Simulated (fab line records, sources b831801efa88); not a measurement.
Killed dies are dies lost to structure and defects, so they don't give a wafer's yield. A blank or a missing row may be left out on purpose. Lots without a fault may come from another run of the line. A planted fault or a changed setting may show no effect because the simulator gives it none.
fab line records | flow sky130
record lots=5 wafers=15 last_day=50
route steps=708 shown VT_ADJUST_HVTR@136 VT_ADJUST_PCH@143 SONOS_TUNNEL@154 SONOS_ONO@168
lots that met no fault: from a run of the same line without faults
start_h: hours from the record's first day to the start of the lot's first wafer shown | wait_h: hours since the lot's step before | " the same as in the row above | L1.1+2: a row that stands for several wafers | - no value, or no start given | * or withheld: withheld | < > ~ a bound
route shown NAME@n: a module of which the file shows steps, and the number in the route of the first | usual: mean/standard deviation of fault-free wafers | same: alike in all rows | chamber/n: place in a boat | sites: the reading at each site | _std_site: their standard deviation | _edge_site: outer sites' mean less inner sites' | radius_mm: how far each site lies from the wafer's centre | mask NAME#n: copy n | behind: the tool/chamber that last shaped the wafer | hold: why the lot was held/for how many hours/how that ended | device: the transistor (n, p or np) that didn't switch | end of line: the same wafers' tests at the end of the route | a step without rows: its recipe alone | killed: dies lost to structure and defects at the first sort, not the wafer's yield | map: a wafer's dies, x killed, . not, _ none there
set.NAME: the setting as run; set.NAME@STEP: as run at that earlier step | model.NAME: the simulator's own value behind a step, which no gauge read
lots at some steps of the route; a table a step, a row a wafer
services: from which hour (start_h, from the record's first day; less than 0 if before it) a tool's chamber was out of use, for how many hours, and why
## steps
# step SKY_VT_ADJUST_HVTR_PEB_05
# recipe temp_c=withheld time_s=* resist=NOVOLAK
# usual chill_plate_temp_C=*
# columns lot.wafer tool chamber start_h wait_h chill_plate_temp_C
L074.1 litho_track-02 0 - - *
L074.3 " 0 " " *
L074.5 " 0 " " *
L077.1 litho_track-03 0 - - *
L077.3 " 0 " " *
L077.5 " 0 " " *
L085.1 litho_track-01 0 - - *
L085.3 " 0 " " *
L085.4 " 0 " " *
L086.1 litho_track-01 0 - - *
L086.3 " 0 " " *
L086.5 " 0 " " *
L096.1 litho_track-02 0 - - *
L096.3 " 0 " " *
L096.6 " 0 " " *
# step SKY_VT_ADJUST_HVTR_DEVELOP_06
# recipe develop_time_s=60 dev_temp_c=23
# usual chill_plate_temp_C=23.00/0.1
# columns lot.wafer tool chamber start_h wait_h chill_plate_temp_C
L074.1 litho_track-02 0 203.73 0.1 23.02
L074.3 " 0 " " 23.13
L074.5 " 0 " " 23.15
L077.1 litho_track-03 0 220.86 0.1 22.89
L077.3 " 0 " " 22.99
L077.5 " 0 " " 22.84
L085.1 litho_track-01 0 283.76 0.1 23.01
L085.3 " 0 " " 23.02
L085.4 " 0 " " 23.06
L086.1 litho_track-01 0 287.06 0.1 23.11
L086.3 " 0 " " 23.05
L086.5 " 0 " " 22.94
L096.1 litho_track-02 0 366.33 0.1 23.23
L096.3 " 0 " " 22.99
L096.6 " 0 " " 23.12
# step SKY_VT_ADJUST_HVTR_CD_MEAS_07
# recipe target_cd_nm=380
# usual cd_nm=380.4/2.5
# columns lot.wafer tool chamber start_h wait_h cd_nm
L074.1 cd_sem-02 - 203.88 0.1 381.1
L074.3 " - " " 380.6
L074.5 " - " " 381.6
L077.1 cd_sem-01 - 221.01 0.1 378.5
L077.3 " - " " 379.7
L077.5 " - " " 380.7
L085.1 cd_sem-01 - 283.91 0.1 379.9
L085.3 " - " " 380.8
L085.4 " - " " 379.3
L086.1 cd_sem-02 - 287.21 0.1 381.4
L086.3 " - " " 381.7
L086.5 " - " " 381.7
L096.1 cd_sem-01 - 366.48 0.1 379.7
L096.3 " - " " 377.2
L096.6 " - " " 380.2
# step SKY_VT_ADJUST_HVTR_OVL_MEAS_08
# usual VT_ADJUST_HVTR_OVL=0.3/1.3
# columns lot.wafer tool chamber start_h wait_h VT_ADJUST_HVTR_OVL[nm]
L074.1 overlay-02 - 204.00 0.1 -0.5
L074.3 " - " " 1.1
L074.5 " - " " 1.3
L077.1 overlay-01 - 221.13 0.1 1.1
L077.3 " - " " -0.4
L077.5 " - " " -0.4
L085.1 overlay-02 - 284.03 0.1 -0.8
L085.3 " - " " 0.4
L085.4 " - " " 1.1
L086.1 overlay-01 - 287.33 0.1 0.1
L086.3 " - " " -0.5
L086.5 " - " " 1.2
L096.1 overlay-01 - 366.60 0.1 -2.3
L096.3 " - " " -0.9
L096.6 " - " " -0.1
# step SKY_VT_ADJUST_HVTR_IMPLANT_09
# recipe species=B energy_kev=10 dose_cm2=2.1e+12 tilt_deg=withheld
# columns lot.wafer tool chamber start_h wait_h
L074.1+3+5 implanter-01 0 204.04 0.0
L077.1+3+5 implanter-01 0 221.17 0.0
L085.1+3+4 implanter-02 0 284.06 0.0
L086.1+3+5 implanter-02 0 287.36 0.0
L096.1+3+6 implanter-01 0 366.64 0.0
# step SKY_VT_ADJUST_HVTR_STRIP_10
# recipe chemistry=O2/N2 power_w=1400 pressure_mtorr=1500 platen_temp_c=withheld o2_flow_sccm=3000 n2_flow_sccm=300 overash_fraction=0.5
# usual drypump_motor_current_A=5.7/0.5 oes_product_au=0.716/0.0045 strip_time_to_endpoint_s=14.19/0.036
# same overash_fraction=0.5
# columns lot.wafer tool chamber start_h wait_h drypump_motor_current_A oes_product_au rf_hours_counter_h strip_time_to_endpoint_s
L074.1 plasma_asher-04 1 204.19 0.1 5.7 0.719 53 14.18
L074.3 " 1 " " 5.7 0.719 - 14.17
L074.5 " 0 " " 5.9 0.713 - 14.14
L077.1 plasma_asher-02 1 221.32 0.1 6.4 0.708 50 14.15
L077.3 " 0 " " 5.1 0.706 - 14.16
L077.5 " 0 " " 5.1 0.714 - 14.15
L085.1 plasma_asher-02 1 284.21 0.1 6.4 0.718 57 14.23
L085.3 " 1 " " 6.4 0.717 - 14.22
L085.4 " 0 " " 5.1 0.713 - 14.29
L086.1 plasma_asher-04 0 287.51 0.1 5.9 0.721 60 14.20
L086.3 " 1 " " 5.7 0.716 - 14.24
L086.5 " 0 " " 5.9 0.705 - 14.21
L096.1 plasma_asher-04 0 366.79 0.1 5.9 0.717 68 14.15
L096.3 " 0 " " 5.9 0.714 - 14.20
L096.6 " 0 " " 5.9 0.714 - 14.16
# step SKY_VT_ADJUST_HVTR_TW_MEAS_11
# usual VT_ADJUST_HVTR_TW=210.9/2.2
# columns lot.wafer tool chamber start_h wait_h VT_ADJUST_HVTR_TW
L074.1 film_metro-03 - 204.29 0.1 213.3
L074.3 " - " " 212.7
L074.5 " - " " 212.7
L077.1 film_metro-03 - 221.42 0.1 210.9
L077.3 " - " " 211.8
L077.5 " - " " 211.9
L085.1 film_metro-03 - 284.31 0.1 213.5
L085.3 " - " " 213.0
L085.4 " - " " 215.0
L086.1 film_metro-03 - 287.61 0.1 213.9
L086.3 " - " " 213.3
L086.5 " - " " 214.1
L096.1 film_metro-02 - 366.89 0.1 210.7
L096.3 " - " " 210.4
L096.6 " - " " 209.9
# step SKY_VT_ADJUST_PCH_DEHYDRATE_00
# recipe temp_c=200 time_s=60
# usual chill_plate_temp_C=22.98/0.11
# columns lot.wafer tool chamber start_h wait_h chill_plate_temp_C
L074.1 litho_track-04 0 214.77 10.5 23.14
L074.3 " 0 " " 23.00
L074.5 " 0 " " 22.86
L077.1 litho_track-04 0 232.32 10.9 23.08
L077.3 " 0 " " 23.15
L077.5 " 0 " " 23.12
L085.1 litho_track-01 0 296.66 12.3 22.97
L085.3 " 0 " " 22.99
L085.4 " 0 " " 23.03
L086.1 litho_track-04 0 300.62 13.0 22.94
L086.3 " 0 " " 22.76
L086.5 " 0 " " 22.87
L096.1 litho_track-04 0 381.02 14.1 22.76
L096.3 " 0 " " 22.91
L096.6 " 0 " " 22.77
# step SKY_VT_ADJUST_PCH_HMDS_01
# recipe prime_time_s=60 prime_temp_c=120
# usual chill_plate_temp_C=23.04/0.1
# columns lot.wafer tool chamber start_h wait_h chill_plate_temp_C
L074.1 litho_track-04 0 214.92 0.1 22.94
L074.3 " 0 " " 23.03
L074.5 " 0 " " 23.09
L077.1 litho_track-04 0 232.47 0.1 22.94
L077.3 " 0 " " 22.86
L077.5 " 0 " " 23.10
L085.1 litho_track-01 0 296.81 0.1 23.15
L085.3 " 0 " " 23.01
L085.4 " 0 " " 23.13
L086.1 litho_track-04 0 300.77 0.1 23.09
L086.3 " 0 " " 22.99
L086.5 " 0 " " 23.14
L096.1 litho_track-04 0 381.17 0.1 23.00
L096.3 " 0 " " 23.06
L096.6 " 0 " " 23.12
# step SKY_VT_ADJUST_PCH_COAT_02
# recipe spin_rpm=2000 resist_thk_nm=3000
# usual chill_plate_temp_C=23.00/0.12
# columns lot.wafer tool chamber start_h wait_h chill_plate_temp_C
L074.1 litho_track-04 0 215.07 0.1 22.80
L074.3 " 0 " " 22.87
L074.5 " 0 " " 22.74
L077.1 litho_track-04 0 232.62 0.1 23.16
L077.3 " 0 " " 23.03
L077.5 " 0 " " 23.04
L085.1 litho_track-01 0 296.96 0.1 23.03
L085.3 " 0 " " 22.95
L085.4 " 0 " " 23.12
L086.1 litho_track-04 0 300.92 0.1 22.89
L086.3 " 0 " " 22.98
L086.5 " 0 " " 23.05
L096.1 litho_track-04 0 381.32 0.1 23.06
L096.3 " 0 " " 23.09
L096.6 " 0 " " 22.96
# step SKY_VT_ADJUST_PCH_SOFTBAKE_03
# recipe temp_c=110 time_s=withheld
# usual chill_plate_temp_C=23.02/0.11
# columns lot.wafer tool chamber start_h wait_h chill_plate_temp_C
L074.1 litho_track-04 0 215.22 0.1 22.97
L074.3 " 0 " " 23.01
L074.5 " 0 " " 23.00
L077.1 litho_track-04 0 232.77 0.1 22.97
L077.3 " 0 " " 23.04
L077.5 " 0 " " 22.93
L085.1 litho_track-01 0 297.11 0.1 23.19
L085.3 " 0 " " 23.00
L085.4 " 0 " " 22.92
L086.1 litho_track-04 0 301.07 0.1 23.33
L086.3 " 0 " " 23.05
L086.5 " 0 " " 23.01
L096.1 litho_track-04 0 381.47 0.1 23.15
L096.3 " 0 " " 23.20
L096.6 " 0 " " 23.10
# step SKY_VT_ADJUST_PCH_EXPOSE_04
# recipe mask_id=NWM na=0.6 source_shape=conventional sigma_outer=0.6 polarization=unpolarized target_cd_nm=840 dose_mj=255
# columns lot.wafer tool chamber start_h wait_h mask
L074.1+3+5 iline_stepper-02 0 - - NWM#0
L077.1+3+5 iline_stepper-02 0 - - NWM#0
L085.1+3+4 iline_stepper-02 0 - - NWM#0
L086.1+3+5 iline_stepper-01 0 - - NWM#0
L096.1+3+6 iline_stepper-01 0 - - NWM#0
# step SKY_VT_ADJUST_PCH_PEB_05
# recipe temp_c=115 time_s=withheld
# usual chill_plate_temp_C=23.00/0.12
# columns lot.wafer tool chamber start_h wait_h chill_plate_temp_C
L074.1 litho_track-04 0 - - 23.01
L074.3 " 0 " " 23.03
L074.5 " 0 " " 23.05
L077.1 litho_track-04 0 - - 22.93
L077.3 " 0 " " 23.01
L077.5 " 0 " " 22.87
L085.1 litho_track-02 0 - - 22.96
L085.3 " 0 " " 22.89
L085.4 " 0 " " 23.02
L086.1 litho_track-02 0 - - 23.18
L086.3 " 0 " " 23.07
L086.5 " 0 " " 22.94
L096.1 litho_track-02 0 - - 22.92
L096.3 " 0 " " 22.99
L096.6 " 0 " " 22.97
# step SKY_VT_ADJUST_PCH_DEVELOP_06
# recipe wall_angle_deg=90 developer=TMAH develop_time_s=60 dev_temp_c=23
# usual chill_plate_temp_C=23.01/0.098
# columns lot.wafer tool chamber start_h wait_h chill_plate_temp_C
L074.1 litho_track-04 0 - - 22.91
L074.3 " 0 " " 22.88
L074.5 " 0 " " 22.93
L077.1 litho_track-04 0 - - 23.11
L077.3 " 0 " " 22.95
L077.5 " 0 " " 23.15
L085.1 litho_track-02 0 - - 22.92
L085.3 " 0 " " 22.99
L085.4 " 0 " " 22.97
L086.1 litho_track-02 0 - - 22.83
L086.3 " 0 " " 22.85
L086.5 " 0 " " 22.95
L096.1 litho_track-02 0 - - 22.94
L096.3 " 0 " " 23.07
L096.6 " 0 " " 23.00
# step SKY_VT_ADJUST_PCH_OVL_MEAS_07
# usual VT_ADJUST_PCH_OVL=-0.5/1.2
# columns lot.wafer tool chamber start_h wait_h VT_ADJUST_PCH_OVL[nm]
L074.1 overlay-02 - 226.22 - -0.4
L074.3 " - " " -2.5
L074.5 " - " " -0.5
L077.1 overlay-02 - 244.57 - 2.3
L077.3 " - " " 0.5
L077.5 " - " " 2.5
L085.1 overlay-01 - 310.43 - -0.6
L085.3 " - " " 0.2
L085.4 " - " " -0.7
L086.1 overlay-01 - 314.28 - 0.2
L086.3 " - " " -1.9
L086.5 " - " " 1.0
L096.1 overlay-02 - 395.63 - -1.0
L096.3 " - " " 1.1
L096.6 " - " " -0.1
# step SKY_VT_ADJUST_PCH_IMPLANT_08
# recipe species=B energy_kev=10 dose_cm2=5e+11 tilt_deg=withheld
# columns lot.wafer tool chamber start_h wait_h
L074.1+3+5 implanter-04 0 226.25 0.0
L077.1+3+5 implanter-04 0 244.60 0.0
L085.1+3+4 implanter-03 0 310.47 0.0
L086.1+3+5 implanter-04 0 314.32 0.0
L096.1+3+6 implanter-03 0 395.67 0.0
# step SKY_VT_ADJUST_PCH_STRIP_09
# recipe chemistry=O2/N2 power_w=1400 pressure_mtorr=1500 platen_temp_c=withheld o2_flow_sccm=3000 n2_flow_sccm=300 overash_fraction=0.5
# usual drypump_motor_current_A=5.8/0.47 oes_product_au=0.722/0.0044 strip_time_to_endpoint_s=36.96/0.11
# same overash_fraction=0.5
# columns lot.wafer tool chamber start_h wait_h drypump_motor_current_A oes_product_au rf_hours_counter_h strip_time_to_endpoint_s
L074.1 plasma_asher-04 1 226.40 0.1 5.7 0.722 55 36.90
L074.3 " 0 " " 5.9 0.720 - 37.03
L074.5 " 0 " " 5.9 0.719 - 37.08
L077.1 plasma_asher-02 0 244.75 0.1 5.1 0.717 53 37.09
L077.3 " 0 " " 5.1 0.721 - 37.02
L077.5 " 0 " " 5.1 0.728 - 36.91
L085.1 plasma_asher-04 0 310.62 0.1 5.9 0.724 62 37.00
L085.3 " 1 " " 5.7 0.718 - 37.16
L085.4 " 0 " " 5.9 0.714 - 37.08
L086.1 plasma_asher-03 0 314.47 0.1 5.2 0.726 20 36.81
L086.3 " 0 " " 5.2 0.728 - 36.83
L086.5 " 1 " " 6.3 0.719 - 36.88
L096.1 plasma_asher-03 1 395.82 0.1 6.3 0.726 28 36.94
L096.3 " 1 " " 6.3 0.722 - 36.83
L096.6 " 1 " " 6.3 0.722 - 36.89
# step SKY_VT_ADJUST_PCH_TW_MEAS_10
# usual VT_ADJUST_PCH_TW=142.6/1.3
# columns lot.wafer tool chamber start_h wait_h VT_ADJUST_PCH_TW
L074.1 film_metro-01 - 226.50 0.1 142.1
L074.3 " - " " 142.7
L074.5 " - " " 141.2
L077.1 film_metro-03 - 244.85 0.1 144.7
L077.3 " - " " 144.4
L077.5 " - " " 144.9
L085.1 film_metro-04 - 310.72 0.1 141.8
L085.3 " - " " 141.0
L085.4 " - " " 142.2
L086.1 film_metro-03 - 314.57 0.1 143.5
L086.3 " - " " 143.1
L086.5 " - " " 144.1
L096.1 film_metro-01 - 395.92 0.1 142.1
L096.3 " - " " 142.0
L096.6 " - " " 142.0
# step SKY_SONOS_TUNNEL_DEHYDRATE_00
# recipe temp_c=200 time_s=60
# usual chill_plate_temp_C=22.99/0.11
# columns lot.wafer tool chamber start_h wait_h chill_plate_temp_C
L074.1 litho_track-03 0 237.91 11.4 23.12
L074.3 " 0 " " 22.91
L074.5 " 0 " " 22.92
L077.1 litho_track-04 0 254.92 10.1 22.83
L077.3 " 0 " " 22.93
L077.5 " 0 " " 22.98
L085.1 litho_track-03 0 323.76 13.0 23.01
L085.3 " 0 " " 22.98
L085.4 " 0 " " 23.10
L086.1 litho_track-03 0 326.91 12.3 23.15
L086.3 " 0 " " 23.10
L086.5 " 0 " " 23.32
L096.1 litho_track-02 0 409.93 14.0 23.02
L096.3 " 0 " " 23.00
L096.6 " 0 " " 22.97
# step SKY_SONOS_TUNNEL_HMDS_01
# recipe prime_time_s=60 prime_temp_c=120
# usual chill_plate_temp_C=23.04/0.094
# columns lot.wafer tool chamber start_h wait_h chill_plate_temp_C
L074.1 litho_track-03 0 238.06 0.1 22.96
L074.3 " 0 " " 22.94
L074.5 " 0 " " 23.06
L077.1 litho_track-04 0 255.07 0.1 22.98
L077.3 " 0 " " 22.92
L077.5 " 0 " " 23.08
L085.1 litho_track-03 0 323.91 0.1 22.94
L085.3 " 0 " " 22.99
L085.4 " 0 " " 23.07
L086.1 litho_track-03 0 327.06 0.1 23.02
L086.3 " 0 " " 23.10
L086.5 " 0 " " 23.08
L096.1 litho_track-02 0 410.08 0.1 23.01
L096.3 " 0 " " 22.95
L096.6 " 0 " " 22.95
# step SKY_SONOS_TUNNEL_COAT_02
# recipe resist=NOVOLAK spin_rpm=3000 resist_thk_nm=1140
# usual chill_plate_temp_C=22.99/0.11
# columns lot.wafer tool chamber start_h wait_h chill_plate_temp_C
L074.1 litho_track-03 0 238.21 0.1 23.03
L074.3 " 0 " " 23.11
L074.5 " 0 " " 23.07
L077.1 litho_track-04 0 255.22 0.1 22.96
L077.3 " 0 " " 22.84
L077.5 " 0 " " 22.89
L085.1 litho_track-03 0 324.06 0.1 22.99
L085.3 " 0 " " 23.13
L085.4 " 0 " " 23.17
L086.1 litho_track-03 0 327.21 0.1 23.02
L086.3 " 0 " " 22.88
L086.5 " 0 " " 22.92
L096.1 litho_track-02 0 410.23 0.1 22.88
L096.3 " 0 " " 22.97
L096.6 " 0 " " 22.94
# step SKY_SONOS_TUNNEL_SOFTBAKE_03
# recipe temp_c=90 time_s=60 resist=NOVOLAK
# usual chill_plate_temp_C=22.99/0.12
# columns lot.wafer tool chamber start_h wait_h chill_plate_temp_C
L074.1 litho_track-03 0 238.36 0.1 22.97
L074.3 " 0 " " 22.92
L074.5 " 0 " " 23.26
L077.1 litho_track-04 0 255.37 0.1 23.19
L077.3 " 0 " " 22.95
L077.5 " 0 " " 22.89
L085.1 litho_track-03 0 324.21 0.1 22.80
L085.3 " 0 " " 22.97
L085.4 " 0 " " 22.93
L086.1 litho_track-03 0 327.36 0.1 22.91
L086.3 " 0 " " 22.86
L086.5 " 0 " " 22.88
L096.1 litho_track-02 0 410.38 0.1 23.12
L096.3 " 0 " " 23.15
L096.6 " 0 " " 23.07
# step SKY_SONOS_TUNNEL_EXPOSE_04
# recipe mask_id=TUNM na=0.6 source_shape=conventional sigma_outer=0.6 polarization=unpolarized target_cd_nm=410 dose_mj=136
# columns lot.wafer tool chamber start_h wait_h mask
L074.1+3+5 iline_stepper-02 0 - - TUNM#0
L077.1+3+5 iline_stepper-02 0 - - TUNM#0
L085.1+3+4 iline_stepper-02 0 - - TUNM#0
L086.1+3+5 iline_stepper-02 0 - - TUNM#0
L096.1+3+6 iline_stepper-01 0 - - TUNM#0
# step SKY_SONOS_TUNNEL_PEB_05
# recipe temp_c=withheld time_s=* resist=NOVOLAK
# usual chill_plate_temp_C=*
# columns lot.wafer tool chamber start_h wait_h chill_plate_temp_C
L074.1 litho_track-04 0 - - *
L074.3 " 0 " " *
L074.5 " 0 " " *
L077.1 litho_track-02 0 - - *
L077.3 " 0 " " *
L077.5 " 0 " " *
L085.1 litho_track-02 0 - - *
L085.3 " 0 " " *
L085.4 " 0 " " *
L086.1 litho_track-04 0 - - *
L086.3 " 0 " " *
L086.5 " 0 " " *
L096.1 litho_track-04 0 - - *
L096.3 " 0 " " *
L096.6 " 0 " " *
# step SKY_SONOS_TUNNEL_DEVELOP_06
# recipe resist=NOVOLAK developer=TMAH develop_time_s=60 dev_temp_c=23
# usual chill_plate_temp_C=23.02/0.1
# columns lot.wafer tool chamber start_h wait_h chill_plate_temp_C
L074.1 litho_track-04 0 249.47 0.1 23.07
L074.3 " 0 " " 23.07
L074.5 " 0 " " 23.00
L077.1 litho_track-02 0 266.88 0.1 23.05
L077.3 " 0 " " 22.96
L077.5 " 0 " " 23.10
L085.1 litho_track-02 0 337.33 0.1 22.87
L085.3 " 0 " " 22.84
L085.4 " 0 " " 22.82
L086.1 litho_track-04 0 340.72 0.1 22.96
L086.3 " 0 " " 23.07
L086.5 " 0 " " 23.11
L096.1 litho_track-04 0 424.72 0.1 23.02
L096.3 " 0 " " 23.06
L096.6 " 0 " " 23.06
# step SKY_SONOS_TUNNEL_CD_MEAS_07
# recipe target_cd_nm=410
# usual cd_nm=410/3
# columns lot.wafer tool chamber start_h wait_h cd_nm
L074.1 cd_sem-02 - 249.62 0.1 410
L074.3 " - " " 413
L074.5 " - " " 411
L077.1 cd_sem-02 - 267.03 0.1 413
L077.3 " - " " 413
L077.5 " - " " 413
L085.1 cd_sem-02 - 337.48 0.1 416
L085.3 " - " " 414
L085.4 " - " " 415
L086.1 cd_sem-01 - 340.87 0.1 414
L086.3 " - " " 417
L086.5 " - " " 416
L096.1 cd_sem-02 - 424.87 0.1 406
L096.3 " - " " 403
L096.6 " - " " 404
# step SKY_SONOS_TUNNEL_OVL_MEAS_08
# usual SONOS_TUNNEL_OVL=-0.6/1.3
# columns lot.wafer tool chamber start_h wait_h SONOS_TUNNEL_OVL[nm]
L074.1 overlay-02 - 249.74 0.1 0.9
L074.3 " - " " 2.0
L074.5 " - " " -1.8
L077.1 overlay-02 - 267.15 0.1 0.0
L077.3 " - " " -0.4
L077.5 " - " " -0.5
L085.1 overlay-01 - 337.60 0.1 -0.9
L085.3 " - " " -0.2
L085.4 " - " " -0.2
L086.1 overlay-02 - 340.99 0.1 -2.1
L086.3 " - " " -1.3
L086.5 " - " " -2.0
L096.1 overlay-02 - 424.99 0.1 0.5
L096.3 " - " " 1.3
L096.6 " - " " -0.2
# step SKY_SONOS_TUNNEL_IMPLANT_09
# recipe species=B energy_kev=20 dose_cm2=1e+12 tilt_deg=withheld
# columns lot.wafer tool chamber start_h wait_h
L074.1+3+5 implanter-04 0 249.77 0.0
L077.1+3+5 implanter-01 0 267.19 0.0
L085.1+3+4 implanter-01 0 337.64 0.0
L086.1+3+5 implanter-01 0 341.02 0.0
L096.1+3+6 implanter-02 0 425.02 0.0
# step SKY_SONOS_TUNNEL_WET_ETCH_10
# recipe chemistry=dHF target_depth_nm=14 target=SiO2 dilution=100:1 temp_c=25 time_s=280
# columns lot.wafer tool chamber start_h wait_h
L074.1+3+5 wet_bench-03 3 249.92 0.1
L077.1+3+5 wet_bench-03 2 267.34 0.1
L085.1+3+4 wet_bench-02 3 337.79 0.1
L086.1+3+5 wet_bench-03 0 341.17 0.1
L096.1+3+6 wet_bench-02 2 425.17 0.1
# step SKY_SONOS_TUNNEL_STRIP_11
# recipe chemistry=SPM time_s=600 temp_c=130
# columns lot.wafer tool chamber start_h wait_h
L074.1+3+5 wet_bench-02 0 250.01 0.0
L077.1+3+5 wet_bench-02 2 267.43 0.0
L085.1+3+4 wet_bench-03 1 337.87 0.0
L086.1+3+5 wet_bench-02 0 341.34 0.0
L096.1+3+6 wet_bench-01 2 425.26 0.0
# step SKY_SONOS_TUNNEL_TW_MEAS_12
# usual SONOS_TUNNEL_TW=197.9/1.3
# columns lot.wafer tool chamber start_h wait_h SONOS_TUNNEL_TW
L074.1 film_metro-03 - 250.22 0.0 201.2
L074.3 " - " " 199.2
L074.5 " - " " 199.9
L077.1 film_metro-01 - 267.60 0.0 196.8
L077.3 " - " " 196.4
L077.5 " - " " 197.0
L085.1 film_metro-02 - 338.22 0.0 197.9
L085.3 " - " " 196.3
L085.4 " - " " 196.6
L086.1 film_metro-02 - 341.54 0.0 196.8
L086.3 " - " " 196.2
L086.5 " - " " 197.1
L096.1 film_metro-01 - 425.43 0.0 197.5
L096.3 " - " " 197.5
L096.6 " - " " 197.9
# step SKY_SONOS_TUNNEL_CLEAN_13
# recipe chemistry=dHF time_s=20 dilution=100:1 dry=ipa_marangoni
# columns lot.wafer tool chamber start_h wait_h
L074.1+3+5 wet_bench-01 1 250.28 0.1
L077.1+3+5 wet_bench-03 0 267.66 0.1
L085.1+3+4 wet_bench-01 1 338.28 0.1
L086.1+3+5 wet_bench-01 2 341.60 0.1
L096.1+3+6 wet_bench-02 3 425.49 0.1
# step SKY_SONOS_ONO_OXIDATION_00
# recipe temp_c=800 ambient=O2 idle_temp_c=700 ramp_up_c_per_min=10 ramp_down_c_per_min=3 stabilise_s=600 purge_s=300 target_thk_a=26 ox_time_s=1249
# usual ox_temp_c_max=803.4/0.64 ramp_up_c_per_min=10.000/0.0016
# columns lot.wafer tool chamber start_h wait_h ox_temp_c_max ramp_up_c_per_min
L074.1 furnace-01 0 254.86 4.6 803.3 9.9980
L074.3 " 0 " " 802.8 10.001
L074.5 " 0 " " 802.2 10.001
L077.1 furnace-01 0 269.00 1.3 803.1 9.9978
L077.3 " 0 " " 803.0 9.9974
L077.5 " 0 " " 803.2 10.001
L085.1 furnace-01 0 339.74 1.4 803.5 9.9992
L085.3 " 0 " " 802.7 9.9996
L085.4 " 0 " " 804.6 9.9968
L086.1 furnace-02 0 343.30 1.7 803.8 10.001
L086.3 " 0 " " 804.1 9.9996
L086.5 " 0 " " 803.1 10.001
L096.1 furnace-02 0 427.14 1.6 803.0 9.9979
L096.3 " 0 " " 804.9 9.9993
L096.6 " 0 " " 805.6 10.001
# step SKY_SONOS_ONO_THK_MEAS_01
# recipe reads=SiO2_of_SONOS_ONO_OXIDATION_00
# usual SONOS_ONO_OXIDATION_THK=2.61/0.051
# columns lot.wafer tool chamber start_h wait_h SONOS_ONO_OXIDATION_THK[nm]
L074.1 film_metro-02 - 256.20 0.0 2.62
L074.3 " - " " 2.48
L074.5 " - " " 2.57
L077.1 film_metro-01 - 270.34 0.0 2.59
L077.3 " - " " 2.54
L077.5 " - " " 2.49
L085.1 film_metro-04 - 341.09 0.0 2.68
L085.3 " - " " 2.68
L085.4 " - " " 2.69
L086.1 film_metro-04 - 344.64 0.0 2.58
L086.3 " - " " 2.56
L086.5 " - " " 2.57
L096.1 film_metro-02 - 428.49 0.0 2.64
L096.3 " - " " 2.62
L096.6 " - " " 2.67
# step SKY_SONOS_ONO_CVD_02
# recipe material=Si3N4 precursor=DCS/NH3 target_thk_nm=10.5 temp_c=770 time_s=180 pressure_mtorr=250
# columns lot.wafer tool chamber start_h wait_h
L074.1+3+5 lpcvd-02 0 256.65 0.4
L077.1+3+5 lpcvd-02 0 271.50 1.2
L085.1+3+4 lpcvd-02 0 341.15 0.1
L086.1+3+5 lpcvd-02 1 346.49 1.8
L096.1+3+6 lpcvd-02 0 428.55 0.1
# step SKY_SONOS_ONO_THK_MEAS_03
# recipe reads=Si3N4_of_SONOS_ONO_CVD_02
# usual SONOS_ONO_CVD_02_THK=10.55/0.16
# columns lot.wafer tool chamber start_h wait_h SONOS_ONO_CVD_02_THK[nm]
L074.1 film_metro-04 - 258.23 0.0 10.76
L074.3 " - " " 10.91
L074.5 " - " " 10.97
L077.1 film_metro-01 - 273.08 0.0 10.69
L077.3 " - " " 10.60
L077.5 " - " " 10.69
L085.1 film_metro-01 - 342.20 0.0 10.35
L085.3 " - " " 10.16
L085.4 " - " " 10.33
L086.1 film_metro-02 - 347.54 0.0 10.68
L086.3 " - " " 10.67
L086.5 " - " " 10.83
L096.1 film_metro-02 - 429.60 0.0 10.38
L096.3 " - " " 10.25
L096.6 " - " " 10.18
# step SKY_SONOS_ONO_CVD_04
# recipe material=SiO2 precursor=SiH4/N2O target_thk_nm=5.7199 temp_c=900 pressure_mtorr=400
# columns lot.wafer tool chamber start_h wait_h
L074.1+3+5 lpcvd-03 0 258.29 0.1
L077.1+3+5 lpcvd-03 0 273.14 0.1
L085.1+3+4 lpcvd-03 1 342.26 0.1
L086.1+3+5 lpcvd-03 1 347.60 0.1
L096.1+3+6 lpcvd-03 0 429.66 0.1
# step SKY_SONOS_ONO_THK_MEAS_05
# recipe reads=SiO2_of_SONOS_ONO_CVD_04
# usual SONOS_ONO_CVD_04_THK=5.77/0.11
# columns lot.wafer tool chamber start_h wait_h SONOS_ONO_CVD_04_THK[nm]
L074.1 film_metro-04 - 259.54 0.0 5.71
L074.3 " - " " 5.70
L074.5 " - " " 5.77
L077.1 film_metro-02 - 274.39 0.0 5.61
L077.3 " - " " 5.51
L077.5 " - " " 5.54
L085.1 film_metro-02 - 344.14 0.0 5.63
L085.3 " - " " 5.60
L085.4 " - " " 5.63
L086.1 film_metro-01 - 349.47 0.0 5.77
L086.3 " - " " 5.80
L086.5 " - " " 5.83
L096.1 film_metro-02 - 431.54 0.0 5.78
L096.3 " - " " 5.80
L096.6 " - " " 5.80
# step SKY_SONOS_ONO_DEHYDRATE_06
# recipe temp_c=200 time_s=60
# usual chill_plate_temp_C=23.00/0.11
# columns lot.wafer tool chamber start_h wait_h chill_plate_temp_C
L074.1 litho_track-01 0 270.61 11.1 22.92
L074.3 " 0 " " 22.96
L074.5 " 0 " " 22.91
L077.1 litho_track-01 0 285.66 11.3 22.85
L077.3 " 0 " " 22.84
L077.5 " 0 " " 23.02
L085.1 litho_track-04 0 357.57 13.4 23.02
L085.3 " 0 " " 23.09
L085.4 " 0 " " 23.13
L086.1 litho_track-03 0 362.41 12.9 22.90
L086.3 " 0 " " 22.81
L086.5 " 0 " " 22.98
L096.1 litho_track-04 0 446.37 14.8 22.93
L096.3 " 0 " " 23.14
L096.6 " 0 " " 23.07
## services
# columns tool chamber start_h hours kind
lpcvd-03 - 180.02 14.6 pm
plasma_asher-02 - 204.79 2.6 repair
iline_stepper-02 - 205.57 1.6 repair
iline_stepper-01 - 210.57 1.7 pm
iline_stepper-01 - 219.16 8.9 repair
plasma_asher-04 - 241.92 9.0 repair
lpcvd-03 - 252.19 2.0 repair
plasma_asher-02 - 262.18 0.8 repair
implanter-04 - 284.62 2.9 repair
implanter-02 - 303.84 5.3 repair
plasma_asher-04 - 304.45 1.4 repair
implanter-01 - 306.79 1.1 repair
wet_bench-02 - 309.12 1.9 pm
implanter-02 - 316.37 5.0 repair
plasma_asher-04 - 321.44 1.1 repair
implanter-02 - 324.13 2.5 repair
wet_bench-01 - 330.35 2.7 repair
iline_stepper-02 - 361.57 1.7 pm
lpcvd-03 - 369.86 0.9 repair
implanter-04 - 373.23 13.5 pm
implanter-04 - 394.96 0.7 repair
wet_bench-03 - 412.91 1.0 repair
plasma_asher-04 - 421.25 9.0 pm
implanter-01 - 444.61 27.2 pm
## key
fault none
